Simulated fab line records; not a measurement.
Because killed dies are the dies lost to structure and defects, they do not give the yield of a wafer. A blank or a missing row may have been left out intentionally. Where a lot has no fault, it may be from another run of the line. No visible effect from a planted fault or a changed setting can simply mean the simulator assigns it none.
What tool caused it? | flow gf180mcu | Sampling: 11 lots, 33 wafers, 6 of 602 route steps

WHAT THE GAUGES SHOWED, per wafer
GF_CONTACT_RS_MEAS_25: uses a four-point probe to measure. Usual: for CONTACT_W_RS the level is 0.381 ohm/sq and the standard deviation is 0.0037.
lot  | measured     | on           | CONTACT_W_RS (ohm/sq)               | flag
L740 | day 16 06:45 | filmMetro-02 | 0.378 0.378 0.372                   | 
L742 | day 16 18:40 | filmMetro-03 | 0.382 0.379 0.378                   | 
L744 | day 17 14:10 | filmMetro-01 | 0.384 0.383 0.380                   | 
L746 | day 18 06:11 | filmMetro-03 | 0.387 0.385 0.386                   | 
L749 | day 19 16:42 | filmMetro-03 | 0.389 0.382 0.382                   | 
L751 | day 20 09:49 | filmMetro-01 | 0.384 0.385 0.386                   | 
L755 | day 21 12:52 | filmMetro-03 | 0.335 0.334 0.336 0.336 0.335 0.336 | OFF
L756 | day 21 21:11 | filmMetro-01 | 0.336 0.339 0.340 0.336 0.338 0.339 | OFF
L759 | day 23 02:25 | filmMetro-03 | 0.380 0.380 0.380                   | 
L761 | day 23 16:41 | filmMetro-02 | 0.379 0.382 0.377                   | 
L763 | day 24 10:12 | filmMetro-03 | 0.381 0.377 0.379                   | 

GF_CONTACT_THK_MEAS_26: measures by xrf. Usual: for CONTACT_W_THK the level is 309 nm and the standard deviation is 4.6.
lot  | measured     | on           | CONTACT_W_THK (nm)      | flag
L740 | day 16 06:52 | filmMetro-02 | 316 314 318             | 
L742 | day 16 18:47 | filmMetro-03 | 306 309 310             | 
L744 | day 17 14:16 | filmMetro-01 | 307 309 311             | 
L746 | day 18 06:18 | filmMetro-03 | 301 303 304             | 
L749 | day 19 16:47 | filmMetro-03 | 299 305 303             | 
L751 | day 20 09:56 | filmMetro-01 | 310 309 309             | 
L755 | day 21 16:37 | filmMetro-03 | 347 349 347 350 347 346 | OFF
L756 | day 22 01:10 | filmMetro-01 | 352 352 351 357 351 353 | OFF
L759 | day 23 02:32 | filmMetro-03 | 309 311 310             | 
L761 | day 23 16:49 | filmMetro-02 | 314 310 316             | 
L763 | day 24 10:19 | filmMetro-03 | 306 309 308             | 

GF_M1_CD_MEAS_14: the cd target is 230 nm. Usual: cdNm 230.2 nm, standard deviation 1.2.
lot  | measured     | on       | cdNm (nm)         | flag
L740 | day 17 05:39 | cdSem-02 | 231.3 231.2 231.6 | 
L742 | day 17 18:45 | cdSem-02 | 231.6 230.8 229.8 | 
L744 | day 18 14:26 | cdSem-01 | 231.6 231.2 229.6 | 
L746 | day 19 07:17 | cdSem-01 | 229.1 228.5 229.4 | 
L749 | day 20 17:55 | cdSem-01 | 231.0 231.2 231.9 | 
L751 | day 21 10:42 | cdSem-02 | 229.8 229.4 230.2 | 
L755 | day 22 13:04 | cdSem-01 | 231.3 231.9 231.3 | 
L756 | day 22 20:55 | cdSem-01 | 230.8 231.1 230.9 | 
L759 | day 24 01:21 | cdSem-02 | 230.8 231.6 230.2 | 
L761 | day 24 15:15 | cdSem-02 | 231.1 230.7 231.1 | 
L763 | day 25 09:13 | cdSem-01 | 231.2 230.4 231.6 | 

TOOL THAT RAN EACH LOT (tool first, then ch and the chambers of the sampled wafers, then the start)
lot  | GF_SALICIDE_SPUTTER_02      | GF_CONTACT_CVD_24            | GF_CONTACT_CMP_27
L740 | pvdSputter-04, day 15 06:43 | cvdW-01 ch 0,1, day 16 06:39 | cmp-01 ch 0,1,3, day 16 07:05
L742 | pvdSputter-04, day 15 18:50 | cvdW-02 ch 0,1, day 16 18:34 | cmp-02 ch 1,2, day 16 18:51
L744 | pvdSputter-01, day 16 13:22 | cvdW-02 ch 0,1, day 17 14:02 | cmp-02 ch 0,1,3, day 17 14:28
L746 | pvdSputter-01, day 17 04:46 | cvdW-02 ch 0,1, day 18 06:04 | cmp-01 ch 0,1,3, day 18 06:27
L749 | pvdSputter-03, day 18 14:23 | cvdW-01 ch 0,1, day 19 16:34 | cmp-01 ch 0,3, day 19 16:52
L751 | pvdSputter-03, day 19 07:25 | cvdW-01 ch 0,1, day 20 09:43 | cmp-01 ch 0,1, day 20 09:59
L755 | pvdSputter-04, day 20 11:30 | cvdW-01 ch 0,1, day 21 12:46 | cmp-02 ch 1,2,3, day 22 02:54
L756 | pvdSputter-04, day 20 19:41 | cvdW-01 ch 0,1, day 21 21:04 | cmp-02 ch 0,1,3, day 22 03:00
L759 | pvdSputter-01, day 22 01:35 | cvdW-02 ch 0,1, day 23 02:19 | cmp-01 ch 1,3, day 23 02:36
L761 | pvdSputter-01, day 22 15:39 | cvdW-02 ch 0,1, day 23 16:35 | cmp-02 ch 0,1,2, day 23 16:56
L763 | pvdSputter-04, day 23 09:33 | cvdW-02 ch 0,1, day 24 10:06 | cmp-01 ch 0,1,3, day 24 10:23
- GF_SALICIDE_SPUTTER_02: material Co, target thk 10 nm, time 20 s.
- GF_CONTACT_CVD_24: deposits W, target thk 300 nm, time 90.339 s.
- GF_CONTACT_CMP_27: polishes, stops on SiO2, t overpolish 15 s, target thk 0 nm.

WHAT THE TOOLS THEMSELVES READ (means of the sampled wafers that have a number; where no wafer has one, the mark that the record gives instead)
GF_SALICIDE_SPUTTER_02. Usual: throttleValvePct 29.6 %, standard deviation 1.
lot  | tool          | throttleValvePct (%) | flag
L740 | pvdSputter-04 | 29.7                 | 
L742 | pvdSputter-04 | 29.7                 | 
L744 | pvdSputter-01 | 29.7                 | 
L746 | pvdSputter-01 | 29.5                 | 
L749 | pvdSputter-03 | 30.8                 | 
L751 | pvdSputter-03 | 30.8                 | 
L755 | pvdSputter-04 | 29.8                 | 
L756 | pvdSputter-04 | 30.4                 | 
L759 | pvdSputter-01 | 29.7                 | 
L761 | pvdSputter-01 | 29.4                 | 
L763 | pvdSputter-04 | 29.5                 | 

GF_CONTACT_CVD_24. Usual: heaterPowerW 815 W, standard deviation 72.
lot  | tool    | heaterPowerW (W) | flag
L740 | cvdW-01 | 901              | 
L742 | cvdW-02 | 749              | 
L744 | cvdW-02 | 753              | 
L746 | cvdW-02 | 795              | 
L749 | cvdW-01 | 839              | 
L751 | cvdW-01 | 842              | 
L755 | cvdW-01 | 850              | 
L756 | cvdW-01 | 851              | 
L759 | cvdW-02 | 812              | 
L761 | cvdW-02 | 739              | 
L763 | cvdW-02 | 808              | 

GF_CONTACT_CMP_27. Usual: motorCurrentA 10.8 A, standard deviation 0.68; timeToEndpointS 73.3 s, standard deviation 2.6.
lot  | tool   | motorCurrentA (A) | timeToEndpointS (s) | flag
L740 | cmp-01 | 10.7              | 72.1                | 
L742 | cmp-02 | 10.4              | 72.1                | 
L744 | cmp-02 | 10.7              | 70.9                | 
L746 | cmp-01 | 10.7              | 73.3                | 
L749 | cmp-01 | 10.0              | 72.1                | 
L751 | cmp-01 | 10.9              | 70.9                | 
L755 | cmp-02 | 10.3              | 85.0                | OFF
L756 | cmp-02 | 10.7              | 83.3                | OFF
L759 | cmp-01 | 10.6              | 72.6                | 
L761 | cmp-02 | 10.8              | 75.1                | 
L763 | cmp-01 | 10.4              | 71.0                | 

THE ANSWER, worked out from the rows above alone
Rule: take the mean of a lot's wafers that have a number; if it is more than 3 standard deviations from the usual mean, the lot is off. A lot without any number at a reading at which 4 lots or more have one is off too. Where the step has rows for the other lots, those lots are counted as sound. After the gauges, taken in route order, come the tools' own readings; for these a lot's mean is taken, as printed above. At the first step where some lot is off, the reading lying furthest off is the one used; lots without a number count as furthest.
Off: at GF_CONTACT_RS_MEAS_25 (CONTACT_W_RS), L755, L756.
If a tool, at a process step before that reading, ran all the lots that are off and no sound lot after the first of them, it fits. Not tried: the gauges at GF_CONTACT_RS_MEAS_25; whatever is off there is also off at GF_CONTACT_CMP_27, on other tools, and gauge error can't account for it. One candidate fits, namely cvdW-01 at GF_CONTACT_CVD_24. Its last sound lot is L751 (day 20 09:43), its first lot that is off L755 (day 21 12:46): a fault that began between those two fits.

WHAT HAD BEEN PUT IN BY THE SIMULATOR
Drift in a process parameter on cvdW-01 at GF_CONTACT_CVD_24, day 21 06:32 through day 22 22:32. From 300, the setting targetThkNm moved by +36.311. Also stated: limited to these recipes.
Struck lots among those shown: L755, L756. The same result came from the rule above.
